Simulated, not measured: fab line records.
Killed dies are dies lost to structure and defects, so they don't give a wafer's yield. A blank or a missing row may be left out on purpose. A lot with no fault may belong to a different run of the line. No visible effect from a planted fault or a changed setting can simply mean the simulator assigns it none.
Chamber matching    flow gf180mcu    4 sister chambers for GF_V4_ETCH_17 on rie diel-02
The step etches SiO2 in C4F8/O2/Ar, stops on TiN, target depth 630 nm. 8 wafers are shown with their chamber, then 6 later ones without.

== EACH WAFER AND ITS CHAMBER ==
wafer   chamber  rf fwd power W (W)  oes product au (a.u.)
L559.5  3        1496                0.863
L562.1  2        1492                0.858
L565.1  1        1494                0.853
L565.2  3        1491                0.861
L568.5  0        1491                0.852
L568.6  1        1499                0.857
L570.3  2        1482                0.849
L570.5  0        1497                0.846

== WAFERS MISSING THEIR CHAMBER ==
wafer   rf fwd power W (W)  oes product au (a.u.)
L570.6  1495                0.853
L574.1  1497                0.853
L574.2  1490                0.854
L574.4  1490                0.858
L577.4  1504                0.858
L577.6  1500                0.858

== WHICH CHAMBER EACH ONE RAN IN ==
wafer   from the rows above                in truth
L570.6  can't be placed: 1 or 0 or 2 or 3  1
L574.1  can't be placed: 1 or 0 or 2 or 3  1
L574.2  can't be placed: 2 or 1 or 0 or 3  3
L574.4  can't be placed: 3 or 2 or 1 or 0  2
L577.4  can't be placed: 1 or 3 or 0 or 2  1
L577.6  can't be placed: 1 or 3 or 0 or 2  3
Correct placement for 0 of the 6. Unplaceable from these rows: 6, with the true chamber sitting among the candidates in 6. 0 placed wrongly.
How it was worked out, from the rows above alone: a wafer's distance from a chamber is the root of the sum, over the readings, of the square of ((its reading less the chamber's mean) divided by the reading's scatter). If the next closest chamber is less than 2 further off than the closest, the wafer can't be placed; otherwise it belongs to the closest. A chamber's mean is the mean of its shown wafers. The scatter: take each reading less its chamber's mean, square it, sum over the shown wafers, divide by the number of wafers less the number of chambers, and take the root.
